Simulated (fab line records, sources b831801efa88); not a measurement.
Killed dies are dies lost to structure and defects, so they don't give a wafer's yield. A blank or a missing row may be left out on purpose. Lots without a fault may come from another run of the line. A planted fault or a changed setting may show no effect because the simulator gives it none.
Problem report in the 8D (eight disciplines) form, filled by code | flow sfq_line | the parts of the form that need people (team, actions taken, sign-off) are left out

1. THE PROBLEM
time_to_endpoint_s at SFQ_TRILAYER_I0_CMP_CMP_028 reads a mean of 250 s on 1 wafer of 1 lot; wafers without a fault read 212 s with a standard deviation of 7.4. That is +5.1 standard deviations from the usual mean.
The step: polishes SiO2.
First seen on wafer L388.4, day 12 02:11, on cmp-02. The record holds 39 wafers of 13 lots with a number at this step. Rule for "out", or "out of limits": more than 4 standard deviations from the usual mean. The other wafers with a number count as sound.

2. WHAT IT IS AND WHAT IT IS NOT
question                    | is                 | is not
which readings at this step | time_to_endpoint_s | motor_current_A, platen_rpm
which lots                  | L388               | L375, L377, L379, L380, L382, L390, L391, L394, L395, L396, L397, L398
which wafers of those lots  | L388.4             | L388.2, L388.3
read on which tools         | cmp-02             | cmp-01
when                        | from day 12 02:11  | up to then (17 sound wafers); but 21 sound wafers of L390, L391, L394, L395, L396, L397, L398 came after

3. SUSPECTS, AND WHAT RULES EACH OUT
Counting: a tool at a process step up to the reading stays a suspect if it ran every lot that is out. Sound lots after the first of them don't rule it out here, since some wafers of a struck lot are sound.
- cmp-02 at SFQ_TRILAYER_I0_CMP_CMP_028 (polishes SiO2): kept. It ran the lot that is out, L388 (day 12 02:11); its last sound lot up to then is L382 (day 10 09:23). Its own readings are out on those wafers: time_to_endpoint_s.
- Within cmp-02 at SFQ_TRILAYER_I0_CMP_CMP_028: the wafers that are out ran in chamber 0; their sound lot-mates ran in chambers 1, 3.
Left after counting: cmp-02 at SFQ_TRILAYER_I0_CMP_CMP_028.

4. THE CAUSE (what the simulator had put in)
Process parameter drift: cmp-02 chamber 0, from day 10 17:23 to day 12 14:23, at SFQ_TRILAYER_I0_CMP_CMP_028. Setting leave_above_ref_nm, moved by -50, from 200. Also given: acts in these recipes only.
Counting left only this tool.

5. THE CHAIN OF EFFECTS, in route order
Each row: a reading whose mean over the struck wafers that have a number lies more than 3 standard deviations from the usual. Only readings for which the record gives a usual standard deviation are gone through. hours: the time from each lot's start at the first step in this table that gives one to its start at this step, as a median over the lots. sigmas: the change in usual standard deviations.
hours | step                                  | reading            | usual      | on struck wafers | change | sigmas
0     | SFQ_TRILAYER_I0_CMP_CMP_028           | time_to_endpoint_s | 212 s      | 250              | +38    | +5.1
3     | SFQ_TRILAYER_I0_METRO_MEASURE_029     | thk_nm             | 199.2 nm   | 151.4            | -47.8  | -40
120   | SFQ_TRILAYER_I0_VIA_ETCH_VIA_ETCH_034 | oes_product_au     | 0.853 a.u. | 0.740            | -0.113 | -21
The process steps in it:
- SFQ_TRILAYER_I0_CMP_CMP_028: polishes SiO2.
- SFQ_TRILAYER_I0_METRO_MEASURE_029
- SFQ_TRILAYER_I0_VIA_ETCH_VIA_ETCH_034: etches SiO2 in CHF3, stops on Nb, target depth 260 nm.

6. WHAT WOULD HAVE CAUGHT IT SOONER
In this record the first reading out of limits was taken at day 12 02:11, 33 hours after the fault began at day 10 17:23.
